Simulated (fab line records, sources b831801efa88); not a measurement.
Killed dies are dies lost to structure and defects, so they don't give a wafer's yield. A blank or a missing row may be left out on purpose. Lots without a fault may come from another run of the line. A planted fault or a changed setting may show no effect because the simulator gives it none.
fab line records | flow gf180mcu | part 1 of 2: steps 1 to 27 of 39
record lots=5 wafers=15 last_day=34
route steps=602 shown PSD@259 NSD@262 SAB@264 SALICIDE@278 CONTACT@287
lots that met no fault: from a run of the same line without faults
start_h: hours from the record's first day to the start of the lot's first wafer shown | wait_h: hours since the lot's step before | " the same as in the row above | L1.1+2: a row that stands for several wafers | - no value, or no start given | * or withheld: withheld | < > ~ a bound
route shown NAME@n: a module of which the file shows steps, and the number in the route of the first | usual: mean/standard deviation of fault-free wafers | same: alike in all rows | chamber/n: place in a boat | sites: the reading at each site | _std_site: their standard deviation | _edge_site: outer sites' mean less inner sites' | radius_mm: how far each site lies from the wafer's centre | mask NAME#n: copy n | behind: the tool/chamber that last shaped the wafer | hold: why the lot was held/for how many hours/how that ended | device: the transistor (n, p or np) that didn't switch | end of line: the same wafers' tests at the end of the route | a step without rows: its recipe alone | killed: dies lost to structure and defects at the first sort, not the wafer's yield | map: a wafer's dies, x killed, . not, _ none there
set.NAME: the setting as run; set.NAME@STEP: as run at that earlier step | model.NAME: the simulator's own value behind a step, which no gauge read
lots at some steps of the route; a table a step, a row a wafer
services: from which hour (start_h, from the record's first day; less than 0 if before it) a tool's chamber was out of use, for how many hours, and why
## steps
# step GF_PSD_TW_MEAS_11
# usual PSD_TW=3196/35
# columns lot.wafer tool chamber start_h wait_h PSD_TW
L078.1 film_metro-04 - 351.06 0.1 3203
L078.2 " - " " 3217
L078.6 " - " " 3205
L083.2 film_metro-01 - 390.34 0.1 3190
L083.4 " - " " 3177
L083.5 " - " " 3173
L086.4 film_metro-04 - 421.48 0.1 3236
L086.5 " - " " 3244
L086.6 " - " " 3251
L087.1 film_metro-01 - 427.73 0.1 3152
L087.2 " - " " 3149
L087.4 " - " " 3131
L095.2 film_metro-04 - 491.73 0.1 3213
L095.4 " - " " 3231
L095.5 " - " " 3215
# step GF_PSD_CLEAN_12
# recipe chemistry=SC1/SC2 mix=1:4:20 temp_c=70 time_s=150 dry=n2_spin
# usual temp_c=70.00/0.12
# columns lot.wafer tool chamber start_h wait_h temp_c
L078.1 wet_bench-03 1 351.12 0.1 70.18
L078.2 " 1 " " 70.17
L078.6 " 1 " " 70.03
L083.2 wet_bench-03 2 390.39 0.0 69.89
L083.4 " 2 " " 69.89
L083.5 " 2 " " 69.92
L086.4 wet_bench-04 2 421.51 0.0 70.10
L086.5 " 2 " " 69.87
L086.6 " 2 " " 69.95
L087.1 wet_bench-02 2 427.79 0.1 70.14
L087.2 " 2 " " 69.90
L087.4 " 2 " " 69.94
L095.2 wet_bench-03 3 491.78 0.0 69.92
L095.4 " 3 " " 70.03
L095.5 " 3 " " 69.81
# step GF_PSD_RTA_13
# recipe temp_c=1025 time_s=20 ambient=N2
# usual anneal_temp_c_max=1030.0/2.2 lamp_power_pct=32.4/1 wafer_temp_C_max=1030/3.1
# columns lot.wafer tool chamber start_h wait_h anneal_temp_c_max lamp_power_pct wafer_temp_C_max
L078.1 rtp_anneal-01 0 351.17 0.0 1027.9 33.3 1028
L078.2 " 0 " " 1028.0 33.2 1027
L078.6 " 0 " " 1030.2 33.3 1027
L083.2 rtp_anneal-02 0 390.45 0.0 1030.3 31.3 1035
L083.4 " 0 " " 1030.1 31.3 1034
L083.5 " 0 " " 1031.4 31.3 1032
L086.4 rtp_anneal-01 0 421.61 0.0 1029.6 33.3 1028
L086.5 " 0 " " 1028.1 33.3 1028
L086.6 " 0 " " 1029.1 33.3 1028
L087.1 rtp_anneal-02 0 427.84 0.0 1031.6 31.2 1035
L087.2 " 0 " " 1032.6 31.2 1034
L087.4 " 0 " " 1031.4 31.2 1035
L095.2 rtp_anneal-02 0 491.85 0.0 1031.1 31.2 1034
L095.4 " 0 " " 1031.4 31.2 1032
L095.5 " 0 " " 1032.3 31.2 1033
# step GF_PSD_RS_MEAS_14
# recipe thk_meas_gauge=four-point-probe
# usual NSD_RS=46.15/0.097
# columns lot.wafer tool chamber start_h wait_h NSD_RS[ohm/sq]
L078.1 film_metro-01 - 351.25 0.1 46.13
L078.2 " - " " 46.16
L078.6 " - " " 46.09
L083.2 film_metro-02 - 390.54 0.1 45.98
L083.4 " - " " 45.89
L083.5 " - " " 45.92
L086.4 film_metro-04 - 421.71 0.1 46.14
L086.5 " - " " 46.18
L086.6 " - " " 46.21
L087.1 film_metro-04 - 427.93 0.1 46.26
L087.2 " - " " 46.20
L087.4 " - " " 46.27
L095.2 film_metro-02 - 491.94 0.1 46.17
L095.4 " - " " 45.98
L095.5 " - " " 46.04
# step GF_PSD_RS_MEAS_15
# recipe thk_meas_gauge=four-point-probe
# usual PSD_RS=108.63/0.3
# columns lot.wafer tool chamber start_h wait_h PSD_RS[ohm/sq]
L078.1 film_metro-01 - 351.37 0.1 108.46
L078.2 " - " " 108.38
L078.6 " - " " 108.57
L083.2 film_metro-02 - 390.66 0.1 107.96
L083.4 " - " " 107.88
L083.5 " - " " 108.24
L086.4 film_metro-04 - 421.83 0.1 108.58
L086.5 " - " " 108.62
L086.6 " - " " 108.83
L087.1 film_metro-04 - 428.05 0.1 108.89
L087.2 " - " " 109.32
L087.4 " - " " 108.80
L095.2 film_metro-02 - 492.06 0.1 108.54
L095.4 " - " " 108.58
L095.5 " - " " 108.76
# step GF_SAB_CVD_00
# recipe material=SiO2 target_thk_nm=50 precursor=TEOS temp_c=400 time_s=4.9302 rf_w=600
# usual heater_power_w=703/85
# columns lot.wafer tool chamber start_h wait_h heater_power_w
L078.1 pecvd-03 1 351.49 0.1 773
L078.2 " 0 " " 852
L078.6 " 1 " " 767
L083.2 pecvd-02 1 390.76 0.1 662
L083.4 " 0 " " 767
L083.5 " 2 " " 674
L086.4 pecvd-01 0 421.90 0.0 566
L086.5 " 1 " " 753
L086.6 " 2 " " 694
L087.1 pecvd-02 1 428.17 0.1 689
L087.2 " 2 " " 691
L087.4 " 2 " " 700
L095.2 pecvd-01 1 492.16 0.1 734
L095.4 " 2 " " 673
L095.5 " 1 " " 742
# step GF_SAB_THK_MEAS_01
# recipe reads=SiO2_of_SAB_CVD_00
# usual SAB_CVD_00_THK=50.0/0.66
# columns lot.wafer tool chamber start_h wait_h SAB_CVD_00_THK[nm]
L078.1 film_metro-02 - 351.51 0.0 49.8
L078.2 " - " " 49.9
L078.6 " - " " 50.7
L083.2 film_metro-04 - 390.79 0.0 49.2
L083.4 " - " " 50.0
L083.5 " - " " 50.4
L086.4 film_metro-04 - 421.94 0.0 49.6
L086.5 " - " " 49.6
L086.6 " - " " 49.6
L087.1 film_metro-03 - 428.20 0.0 48.6
L087.2 " - " " 48.8
L087.4 " - " " 50.1
L095.2 film_metro-03 - 492.19 0.0 49.3
L095.4 " - " " 50.0
L095.5 " - " " 49.9
# step GF_SAB_DEHYDRATE_02
# recipe temp_c=200 time_s=60
# columns lot.wafer tool chamber start_h wait_h
L078.1+2+6 litho_track-03 0 361.61 10.1
L083.2+4+5 litho_track-03 0 402.34 11.5
L086.4+5+6 litho_track-04 0 433.43 11.5
L087.1+2+4 litho_track-01 0 439.42 11.2
L095.2+4+5 litho_track-01 0 504.35 12.1
# step GF_SAB_HMDS_03
# recipe prime_time_s=60 prime_temp_c=120
# usual prime_temp_c=120.02/0.13
# columns lot.wafer tool chamber start_h wait_h prime_temp_c
L078.1 litho_track-03 0 361.76 0.1 120.11
L078.2 " 0 " " 119.98
L078.6 " 0 " " 120.00
L083.2 litho_track-03 0 402.49 0.1 119.99
L083.4 " 0 " " 119.97
L083.5 " 0 " " 119.84
L086.4 litho_track-04 0 433.58 0.1 119.91
L086.5 " 0 " " 119.99
L086.6 " 0 " " 120.24
L087.1 litho_track-01 0 439.57 0.1 119.78
L087.2 " 0 " " 119.99
L087.4 " 0 " " 120.05
L095.2 litho_track-01 0 504.50 0.1 119.92
L095.4 " 0 " " 119.86
L095.5 " 0 " " 119.77
# step GF_SAB_COAT_04
# recipe resist=NOVOLAK spin_rpm=3000 resist_thk_nm=1000
# usual spin_speed_rpm=3000.3/2
# columns lot.wafer tool chamber start_h wait_h spin_speed_rpm
L078.1 litho_track-03 0 361.91 0.1 2998.8
L078.2 " 0 " " 3005.5
L078.6 " 0 " " 3004.6
L083.2 litho_track-03 0 402.64 0.1 2999.6
L083.4 " 0 " " 3002.3
L083.5 " 0 " " 3004.2
L086.4 litho_track-04 0 433.73 0.1 2998.6
L086.5 " 0 " " 3000.0
L086.6 " 0 " " 3000.1
L087.1 litho_track-01 0 439.72 0.1 3001.5
L087.2 " 0 " " 2997.9
L087.4 " 0 " " 3002.5
L095.2 litho_track-01 0 504.65 0.1 3001.3
L095.4 " 0 " " 3003.7
L095.5 " 0 " " 2999.2
# step GF_SAB_SOFTBAKE_05
# recipe temp_c=88.81 time_s=60 resist=NOVOLAK
# columns lot.wafer tool chamber start_h wait_h
L078.1+2+6 litho_track-03 0 362.06 0.1
L083.2+4+5 litho_track-03 0 402.79 0.1
L086.4+5+6 litho_track-04 0 433.88 0.1
L087.1+2+4 litho_track-01 0 439.87 0.1
L095.2+4+5 litho_track-01 0 504.80 0.1
# step GF_SAB_EXPOSE_06
# recipe mask_id=SAB target_cd_nm=420 na=0.6 source_shape=conventional sigma_outer=0.6 dose_mj=140
# usual focus_offset_nm=0.0/0.53
# same na=0.6
# columns lot.wafer tool chamber start_h wait_h mask focus_offset_nm
L078.1 iline_stepper-02 0 - - SAB#0 -0.8
L078.2 " 0 " " SAB#0 -0.8
L078.6 " 0 " " SAB#0 -0.2
L083.2 iline_stepper-01 0 - - SAB#0 -0.3
L083.4 " 0 " " SAB#0 -0.1
L083.5 " 0 " " SAB#0 -1.3
L086.4 iline_stepper-01 0 - - SAB#0 -0.4
L086.5 " 0 " " SAB#0 -0.4
L086.6 " 0 " " SAB#0 -0.1
L087.1 iline_stepper-02 0 - - SAB#0 -0.3
L087.2 " 0 " " SAB#0 -0.3
L087.4 " 0 " " SAB#0 -0.7
L095.2 iline_stepper-02 0 - - SAB#0 -0.1
L095.4 " 0 " " SAB#0 0.3
L095.5 " 0 " " SAB#0 -0.5
# step GF_SAB_PEB_07
# recipe temp_c=withheld time_s=* resist=NOVOLAK
# columns lot.wafer tool chamber start_h wait_h
L078.1+2+6 litho_track-03 0 - -
L083.2+4+5 litho_track-01 0 - -
L086.4+5+6 litho_track-01 0 - -
L087.1+2+4 litho_track-04 0 - -
L095.2+4+5 litho_track-03 0 - -
# step GF_SAB_DEVELOP_08
# recipe develop_time_s=60 dev_temp_c=23
# columns lot.wafer tool chamber start_h wait_h
L078.1+2+6 litho_track-03 0 373.51 0.1
L083.2+4+5 litho_track-01 0 413.85 0.1
L086.4+5+6 litho_track-01 0 445.10 0.1
L087.1+2+4 litho_track-04 0 451.90 0.1
L095.2+4+5 litho_track-03 0 515.43 0.1
# step GF_SAB_CD_MEAS_09
# recipe target_cd_nm=420
# usual cd_nm=420.2/2.5
# columns lot.wafer tool chamber start_h wait_h cd_nm
L078.1 cd_sem-01 - 373.66 0.1 421.8
L078.2 " - " " 422.4
L078.6 " - " " 423.2
L083.2 cd_sem-01 - 413.99 0.1 421.4
L083.4 " - " " 423.4
L083.5 " - " " 419.7
L086.4 cd_sem-01 - 445.34 0.2 416.4
L086.5 " - " " 417.7
L086.6 " - " " 417.4
L087.1 cd_sem-01 - 452.05 0.1 418.6
L087.2 " - " " 420.2
L087.4 " - " " 419.0
L095.2 cd_sem-01 - 515.58 0.1 423.0
L095.4 " - " " 422.1
L095.5 " - " " 421.4
# step GF_SAB_OVL_MEAS_10
# usual SAB_OVL=0.0/1.5
# columns lot.wafer tool chamber start_h wait_h SAB_OVL[nm]
L078.1 overlay-01 - 373.78 0.1 -1.1
L078.2 " - " " 0.0
L078.6 " - " " -0.2
L083.2 overlay-02 - 414.10 0.1 -0.6
L083.4 " - " " -2.3
L083.5 " - " " -1.9
L086.4 overlay-02 - 445.42 0.1 -1.1
L086.5 " - " " -0.6
L086.6 " - " " -0.5
L087.1 overlay-02 - 452.17 0.1 1.5
L087.2 " - " " 2.4
L087.4 " - " " 1.9
L095.2 overlay-02 - 515.68 0.1 2.4
L095.4 " - " " 1.9
L095.5 " - " " 1.6
# step GF_SAB_ETCH_11
# recipe chemistry=C4F8/O2/Ar mask_material=NOVOLAK target=SiO2 target_depth_nm=55 source_w=1500 bias_w=1200 pressure_mtorr=40 c4f8_flow_sccm=withheld O2_flow_sccm=6 Ar_flow_sccm=300 time_s=8.5
# usual oes_product_au=0.998/0.0092
# columns lot.wafer tool chamber start_h wait_h oes_product_au rf_hours_counter_h
L078.1 rie_diel-03 3 373.82 0.0 0.994 48
L078.2 " 2 " " 0.995 70
L078.6 " 0 " " 0.992 -
L083.2 rie_diel-02 0 414.13 0.0 1.003 76
L083.4 " 1 " " 1.000 13
L083.5 " 0 " " 1.004 -
L086.4 rie_diel-02 3 445.44 0.0 0.996 51
L086.5 " 0 " " 0.995 -
L086.6 " 3 " " 1.000 -
L087.1 rie_diel-04 1 452.21 0.0 1.011 88
L087.2 " 3 " " 1.010 90
L087.4 " 2 " " 0.995 0
L095.2 rie_diel-04 0 515.71 0.0 1.005 21
L095.4 " 0 " " 0.990 -
L095.5 " 2 " " 0.996 -
# step GF_SAB_WET_ETCH_12
# recipe chemistry=dHF target_depth_nm=22 dry=n2_spin target=SiO2 temp_c=25 dilution=100:1 time_s=440
# usual temp_c=25.03/0.12
# columns lot.wafer tool chamber start_h wait_h temp_c
L078.1 wet_bench-01 0 373.84 0.0 25.02
L078.2 " 0 " " 24.99
L078.6 " 0 " " 25.01
L083.2 wet_bench-04 3 414.15 0.0 25.21
L083.4 " 3 " " 25.11
L083.5 " 3 " " 25.08
L086.4 wet_bench-03 0 445.46 0.0 25.11
L086.5 " 0 " " 25.08
L086.6 " 0 " " 25.00
L087.1 wet_bench-04 1 452.23 0.0 24.83
L087.2 " 1 " " 24.86
L087.4 " 1 " " 24.95
L095.2 wet_bench-01 1 515.74 0.0 24.84
L095.4 " 1 " " 24.95
L095.5 " 1 " " 24.85
# step GF_SAB_STRIP_13
# recipe chemistry=O2/N2 power_w=1400 pressure_mtorr=1500 platen_temp_c=250 o2_flow_sccm=3000 n2_flow_sccm=300 overash_fraction=0.5
# usual drypump_motor_current_A=5.66/0.3 heater_power_w=355/26 oes_product_au=0.709/0.0042 strip_time_to_endpoint_s=12.66/0.04
# columns lot.wafer tool chamber start_h wait_h drypump_motor_current_A heater_power_w oes_product_au rf_hours_counter_h strip_time_to_endpoint_s
L078.1 plasma_asher-04 1 373.98 0.0 5.44 344 0.707 73 12.74
L078.2 " 0 " " 5.49 342 0.711 73 12.72
L078.6 " 0 " " 5.50 344 0.702 - 12.71
L083.2 plasma_asher-01 0 414.29 0.0 5.55 331 0.702 32 12.67
L083.4 " 0 " " 5.58 328 0.706 - 12.72
L083.5 " 1 " " 6.11 390 0.708 - 12.67
L086.4 plasma_asher-03 1 445.62 0.0 5.28 365 0.710 - 12.68
L086.5 " 0 " " 5.90 352 0.713 - 12.69
L086.6 " 1 " " 5.27 365 0.709 - 12.62
L087.1 plasma_asher-03 1 452.36 0.0 5.24 371 0.708 63 12.61
L087.2 " 0 " " 5.91 361 0.712 63 12.65
L087.4 " 1 " " 5.25 365 0.713 - 12.58
L095.2 plasma_asher-03 1 515.87 0.0 5.25 369 0.715 70 12.68
L095.4 " 1 " " 5.26 377 0.713 - 12.71
L095.5 " 0 " " 5.90 359 0.708 - 12.70
# step GF_SALICIDE_CLEAN_00
# recipe chemistry=SC1/SC2 mix=1:4:20 temp_c=70 time_s=150
# usual temp_c=69.97/0.13
# columns lot.wafer tool chamber start_h wait_h temp_c
L078.1 wet_bench-02 1 374.08 0.1 70.06
L078.2 " 1 " " 69.79
L078.6 " 1 " " 69.95
L083.2 wet_bench-04 2 414.39 0.1 70.16
L083.4 " 2 " " 69.90
L083.5 " 2 " " 69.88
L086.4 wet_bench-02 2 445.69 0.0 70.19
L086.5 " 2 " " 70.05
L086.6 " 2 " " 69.99
L087.1 wet_bench-02 3 452.46 0.1 69.86
L087.2 " 3 " " 69.93
L087.4 " 3 " " 69.92
L095.2 wet_bench-02 1 515.97 0.1 69.97
L095.4 " 1 " " 69.83
L095.5 " 1 " " 70.16
# step GF_SALICIDE_WET_ETCH_01
# recipe chemistry=dHF target_depth_nm=5 dry=ipa_marangoni target=SiO2 temp_c=25 dilution=100:1 time_s=100
# usual temp_c=25.00/0.11
# columns lot.wafer tool chamber start_h wait_h temp_c
L078.1 wet_bench-04 0 374.13 0.0 25.07
L078.2 " 0 " " 25.09
L078.6 " 0 " " 25.07
L083.2 wet_bench-04 0 414.45 0.0 25.12
L083.4 " 0 " " 24.93
L083.5 " 0 " " 24.96
L086.4 wet_bench-01 0 445.74 0.0 25.04
L086.5 " 0 " " 24.92
L086.6 " 0 " " 24.97
L087.1 wet_bench-04 3 452.51 0.0 25.03
L087.2 " 3 " " 24.60
L087.4 " 3 " " 25.00
L095.2 wet_bench-04 1 516.07 0.0 24.87
L095.4 " 1 " " 24.92
L095.5 " 1 " " 24.92
# step GF_SALICIDE_SPUTTER_02
# recipe material=Co target_thk_nm=10 power_w=1000 time_s=20 chamber_pressure_pa=0.4
# usual throttle_valve_pct=30.3/0.71
# columns lot.wafer tool chamber start_h wait_h throttle_valve_pct
L078.1 pvd_sputter-02 - 374.17 0.0 29.9
L078.2 " - " " 30.5
L078.6 " - " " 30.6
L083.2 pvd_sputter-04 - 414.49 0.0 30.8
L083.4 " - " " 29.6
L083.5 " - " " 30.0
L086.4 pvd_sputter-04 - 445.77 0.0 30.6
L086.5 " - " " 29.9
L086.6 " - " " 30.6
L087.1 pvd_sputter-02 - 452.55 0.0 30.3
L087.2 " - " " 31.5
L087.4 " - " " 29.7
L095.2 pvd_sputter-03 - 516.10 0.0 32.0
L095.4 " - " " 29.3
L095.5 " - " " 29.4
# step GF_SALICIDE_SPUTTER_03
# recipe material=TiN target_thk_nm=20 power_w=6500 time_s=16.7 chamber_pressure_pa=0.4
# usual throttle_valve_pct=30.3/0.71
# columns lot.wafer tool chamber start_h wait_h throttle_valve_pct
L078.1 pvd_sputter-02 - 374.19 0.0 29.9
L078.2 " - " " 30.8
L078.6 " - " " 30.4
L083.2 pvd_sputter-04 - 414.52 0.0 30.8
L083.4 " - " " 29.8
L083.5 " - " " 29.7
L086.4 pvd_sputter-04 - 445.80 0.0 30.5
L086.5 " - " " 29.9
L086.6 " - " " 30.6
L087.1 pvd_sputter-02 - 452.58 0.0 29.8
L087.2 " - " " 31.5
L087.4 " - " " 29.7
L095.2 pvd_sputter-03 - 516.13 0.0 32.2
L095.4 " - " " 29.6
L095.5 " - " " 29.4
# step GF_SALICIDE_RS_MEAS_04
# recipe thk_meas_gauge=four-point-probe reads=TiN_of_SALICIDE_SPUTTER_03+Co_of_SALICIDE_SPUTTER_02
# usual SALICIDE_TIN_RS=16.4/0.32
# columns lot.wafer tool chamber start_h wait_h SALICIDE_TIN_RS[ohm/sq]
L078.1 film_metro-01 - 374.22 0.0 16.1
L078.2 " - " " 16.1
L078.6 " - " " 16.2
L083.2 film_metro-03 - 414.56 0.0 16.9
L083.4 " - " " 16.5
L083.5 " - " " 16.2
L086.4 film_metro-01 - 445.89 0.1 16.9
L086.5 " - " " 16.5
L086.6 " - " " 16.9
L087.1 film_metro-04 - 452.60 0.0 16.2
L087.2 " - " " 16.9
L087.4 " - " " 16.2
L095.2 film_metro-04 - 516.18 0.0 15.8
L095.4 " - " " 16.2
L095.5 " - " " 16.1
# step GF_SALICIDE_THK_MEAS_05
# recipe thk_meas_gauge=xrf reads=TiN_of_SALICIDE_SPUTTER_03
# usual SALICIDE_TIN_THK=20.19/0.25
# columns lot.wafer tool chamber start_h wait_h SALICIDE_TIN_THK[nm]
L078.1 film_metro-01 - 374.34 0.1 19.84
L078.2 " - " " 20.22
L078.6 " - " " 20.23
L083.2 film_metro-03 - 414.67 0.1 19.97
L083.4 " - " " 20.32
L083.5 " - " " 20.21
L086.4 film_metro-01 - 445.98 0.1 19.86
L086.5 " - " " 20.23
L086.6 " - " " 19.83
L087.1 film_metro-04 - 452.72 0.1 20.19
L087.2 " - " " 20.07
L087.4 " - " " 20.00
L095.2 film_metro-04 - 516.29 0.1 20.36
L095.4 " - " " 19.90
L095.5 " - " " 20.37
# step GF_SALICIDE_RTA_06
# recipe temp_c=530 time_s=30 ambient=N2
# usual anneal_temp_c_max=532.6/1.2 lamp_power_pct=5.86/0.19 wafer_temp_C_max=532.8/1.6
# columns lot.wafer tool chamber start_h wait_h anneal_temp_c_max lamp_power_pct wafer_temp_C_max
L078.1 rtp_anneal-02 0 374.40 0.1 534.4 5.67 534.0
L078.2 " 0 " " 534.2 5.67 535.8
L078.6 " 0 " " 534.0 5.67 533.3
L083.2 rtp_anneal-02 0 414.74 0.1 533.1 5.67 535.8
L083.4 " 0 " " 533.7 5.66 534.2
L083.5 " 0 " " 533.4 5.67 534.4
L086.4 rtp_anneal-02 0 446.06 0.1 534.1 5.67 532.9
L086.5 " 0 " " 534.1 5.67 534.6
L086.6 " 0 " " 534.3 5.68 533.3
L087.1 rtp_anneal-02 0 452.78 0.1 533.8 5.66 534.1
L087.2 " 0 " " 533.0 5.67 532.6
L087.4 " 0 " " 533.6 5.67 533.8
L095.2 rtp_anneal-02 0 516.35 0.1 534.2 5.68 534.2
L095.4 " 0 " " 532.9 5.68 534.9
L095.5 " 0 " " 532.9 5.67 533.2
# step GF_SALICIDE_WET_ETCH_07
# recipe chemistry=SPM target_depth_nm=120 dry=n2_spin
# columns lot.wafer tool chamber start_h wait_h
L078.1+2+6 wet_bench-02 2 374.50 0.1
L083.2+4+5 wet_bench-04 1 414.82 0.1
L086.4+5+6 wet_bench-01 0 446.11 0.0
L087.1+2+4 wet_bench-02 0 452.88 0.1
L095.2+4+5 wet_bench-01 1 516.44 0.1
